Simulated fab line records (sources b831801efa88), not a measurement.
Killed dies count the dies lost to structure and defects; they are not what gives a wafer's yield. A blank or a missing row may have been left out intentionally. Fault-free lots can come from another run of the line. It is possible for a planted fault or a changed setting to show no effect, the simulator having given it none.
8D (eight disciplines) problem report, filled in by code ; flow sky130 ; the parts of the form that need people (team, actions taken, sign-off) are left out

1. WHAT IS WRONG
Mean CONTACT_W_RS at SKY_CONTACT_RS_MEAS_25: 0.376 ohm/sq over 3 wafers in 2 lots; fault-free wafers: 0.337 ohm/sq, standard deviation 0.0035. Relative to the usual mean, that is a shift of +11 standard deviations.
The step: measures by four-point-probe.
Seen first at day 37 12:13 on film_metro-03, wafer L216.2. The record holds 33 wafers of 11 lots with a number at this step. Rule for "out" (also "out of limits"): further than 4 standard deviations from the usual mean. Any other wafer with a number is counted as sound.

2. WHAT IT IS, AND WHAT IT ISN'T
question;is;is not
which readings at this step;CONTACT_W_RS;-
which lots;L216, L218;L199, L201, L202, L203, L206, L207, L219, L220, L221
which wafers of those lots;L216.2, L216.6, L218.6;L216.1, L218.2, L218.4
read on which gauges;film_metro-03;film_metro-01, film_metro-04
when;from day 37 12:13;"up to then (19 sound wafers); but 11 sound wafers of L218, L219, L220, L221 came after"

3. SUSPECTS, AND WHAT RULES EACH OUT
Counting: any tool at a process step up to the reading remains a suspect provided it ran every lot that is out. Sound lots after the first of them don't rule it out here, since some wafers of a struck lot are sound.
- the gauge at SKY_CONTACT_RS_MEAS_25: kept. All the wafers that are out were read on film_metro-03, and no step on other tools shows them out.
- cvd_w-01 at SKY_CONTACT_CVD_24 (deposits W, target thk 340 nm, time 102.12 s): kept. It processed each lot that is out (first: L216, day 37 12:06); up to then, its last sound lot is L207 (day 34 11:29).
- At SKY_CONTACT_CVD_24 on cvd_w-01, chamber 0 took the sound wafers of the same lots and chamber 1 took the wafers that are out.
Remaining after the count are cvd_w-01 at SKY_CONTACT_CVD_24 and film_metro-03 at SKY_CONTACT_RS_MEAS_25.

4. THE CAUSE (what the simulator had put in)
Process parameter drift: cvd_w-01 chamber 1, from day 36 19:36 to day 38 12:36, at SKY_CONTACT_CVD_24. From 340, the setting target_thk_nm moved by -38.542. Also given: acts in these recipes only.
2 suspects survive the count, and this tool is in that group.

5. SEQUENCE OF EFFECTS, ordered by route
Each row: a reading whose mean over the struck wafers that have a number lies more than 3 standard deviations from the usual. Scope: only readings with a usual standard deviation given in the record; hours: median across lots of the time from each lot's start at the first step in this table that gives one to its start at this step; sigmas: change in usual standard deviations.
hours;step;reading;usual;on struck wafers;change;sigmas
0;SKY_CONTACT_RS_MEAS_25;CONTACT_W_RS;0.337 ohm/sq;0.376;+0.039;+11
0;SKY_CONTACT_THK_MEAS_26;CONTACT_W_THK;338 nm;299;-39;-8.6

6. HOW IT WOULD HAVE BEEN CAUGHT EARLIER
17 hours passed between the start of the fault at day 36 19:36 and the first reading out of limits at a measuring or inspecting step in this record, taken at day 37 12:13.
An alarm limit of 4 standard deviations would not have fired on the tool readings at SKY_CONTACT_CVD_24 for which the record gives a usual standard deviation, since none of them was out on any struck wafer.
L218, from the lots that are out (2), started SKY_CONTACT_CVD_24 on cvd_w-01 later than day 37 12:13. A tool hold placed at that time would have kept it from harm.
